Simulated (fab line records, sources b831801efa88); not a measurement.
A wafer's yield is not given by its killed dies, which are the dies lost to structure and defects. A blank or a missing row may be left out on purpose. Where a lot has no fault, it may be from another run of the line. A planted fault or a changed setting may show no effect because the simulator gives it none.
Check for tools in common | flow gf180mcu | Sample size 13 lots and 42 wafers

## WHY THIS WAS OPENED
At GF_LVPWELL_TW_MEAS_11 the reading LVPWELL_TW is flagged on 1 of 13 lots. No-fault wafers: 553, standard deviation 7.
Rule: flag the lot when none of its wafers has a number, or when each of its wafers that has one lies beyond 4 standard deviations from that mean. The rest of the lots are taken to be sound.

lot  | measured    | on            | LVPWELL_TW, wafer by wafer | flag
L493 | day 4 05:29 | film_metro-03 | 559 567 563                |
L495 | day 4 21:20 | film_metro-01 | 544 546 543                |
L494 | day 4 22:05 | film_metro-04 | 562 559 560                |
L496 | day 5 07:24 | film_metro-04 | 558 558 555                |
L497 | day 5 18:35 | film_metro-01 | 552 546 551                |
L500 | day 6 09:46 | film_metro-01 | 550 548 549                |
L501 | day 6 14:33 | film_metro-04 | 557 557 558                |
L504 | day 7 00:16 | film_metro-04 | 454 453 453 454 450 452    | FLAGGED
L509 | day 8 03:35 | film_metro-04 | 562 564 561                |
L510 | day 8 08:52 | film_metro-01 | 547 548 546                |
L512 | day 8 19:26 | film_metro-01 | 548 545 547                |
L513 | day 9 02:24 | film_metro-04 | 558 557 563                |
L514 | day 9 06:59 | film_metro-01 | 545 546 548                |
Average over the flagged lots: 453; offset from the usual -100, equal to -14 standard deviations.

## WHICH TOOL RAN EACH LOT
2 process steps preceding the reading are held in the record, out of 602 steps in the route. Cell contents, in order: the tool; ch with the chambers the sampled wafers went through; the start.
lot  | flag    | GF_NWELL_STRIP_10                   | GF_LVPWELL_STRIP_10
L493 |         | plasma_asher-03 ch 0,1, day 3 16:47 | plasma_asher-04 ch 0,1, day 4 05:23
L495 |         | plasma_asher-01 ch 0,1, day 4 08:31 | plasma_asher-02 ch 0,1, day 4 21:14
L494 |         | plasma_asher-03 ch 0,1, day 4 09:08 | plasma_asher-01 ch 0,1, day 4 21:59
L496 |         | plasma_asher-01 ch 0,1, day 4 17:11 | plasma_asher-04 ch 0,1, day 5 07:17
L497 |         | plasma_asher-02 ch 0,1, day 5 03:23 | plasma_asher-01 ch 0,1, day 5 18:29
L500 |         | plasma_asher-01 ch 0,1, day 5 18:37 | plasma_asher-02 ch 0,1, day 6 09:41
L501 |         | plasma_asher-03 ch 0,1, day 5 22:54 | plasma_asher-04 ch 0,1, day 6 14:26
L504 | FLAGGED | plasma_asher-02 ch 0,1, day 6 08:47 | plasma_asher-02 ch 0,1, day 7 00:11
L509 |         | plasma_asher-03 ch 0,1, day 7 11:14 | plasma_asher-04 ch 0,1, day 8 03:29
L510 |         | plasma_asher-03 ch 0,1, day 7 17:02 | plasma_asher-02 ch 0,1, day 8 08:46
L512 |         | plasma_asher-03 ch 0,1, day 8 02:21 | plasma_asher-02 ch 1, day 8 19:20
L513 |         | plasma_asher-03 ch 0,1, day 8 09:07 | plasma_asher-04 ch 0,1, day 9 02:17
L514 |         | plasma_asher-02 ch 0,1, day 8 14:11 | plasma_asher-04 ch 0,1, day 9 06:53
What is done by these steps:
- GF_NWELL_STRIP_10: strips in O2/N2.
- GF_LVPWELL_STRIP_10: strips in O2/N2.
- GF_LVPWELL_TW_MEAS_11

## FLAGGED OVER TOTAL, TOOL BY TOOL (the gauges that took the reading come last)
step                  | tool            | lots run | flagged | share of the flagged lots | sound lots run after its first flagged lot
GF_NWELL_STRIP_10     | plasma_asher-01 | 3        | 0       | none                      | -
GF_NWELL_STRIP_10     | plasma_asher-02 | 3        | 1       | all                       | 1 (L514)
GF_NWELL_STRIP_10     | plasma_asher-03 | 7        | 0       | none                      | -
GF_LVPWELL_STRIP_10   | plasma_asher-01 | 2        | 0       | none                      | -
GF_LVPWELL_STRIP_10   | plasma_asher-02 | 5        | 1       | all                       | 2 (L510,L512)
GF_LVPWELL_STRIP_10   | plasma_asher-04 | 6        | 0       | none                      | -
GF_LVPWELL_TW_MEAS_11 | film_metro-01   | 6        | 0       | none                      | -
GF_LVPWELL_TW_MEAS_11 | film_metro-03   | 1        | 0       | none                      | -
GF_LVPWELL_TW_MEAS_11 | film_metro-04   | 6        | 1       | all                       | 2 (L509,L513)

## THE TABLE: WHAT IT ALLOWS
Every flagged lot was run by 3 rows of the table: plasma_asher-02 at GF_NWELL_STRIP_10, plasma_asher-02 at GF_LVPWELL_STRIP_10 and film_metro-04 at GF_LVPWELL_TW_MEAS_11.
- plasma_asher-02 at GF_NWELL_STRIP_10: 1 of its 3 lots flagged. After the first flagged lot (L514), sound lots still ran on it; a lasting fault on the whole tool would not permit that. Its own readings (oes_product_au) fall more than 4 standard deviations out on all wafers of the flagged lots.
- plasma_asher-02 at GF_LVPWELL_STRIP_10: 1 of its 5 lots flagged. After the first flagged lot (L510, L512), sound lots still ran on it; a lasting fault on the whole tool would not permit that. Its own readings (strip_time_to_endpoint_s) fall more than 4 standard deviations out on all wafers of the flagged lots.
- film_metro-04 at GF_LVPWELL_TW_MEAS_11: 1 of its 6 lots flagged. After the first flagged lot (L509, L513), sound lots still ran on it; a lasting fault on the whole tool would not permit that.
Every row of the table either missed a flagged lot or ran a sound lot after the first.

## WHAT HAD BEEN PUT IN BY THE SIMULATOR
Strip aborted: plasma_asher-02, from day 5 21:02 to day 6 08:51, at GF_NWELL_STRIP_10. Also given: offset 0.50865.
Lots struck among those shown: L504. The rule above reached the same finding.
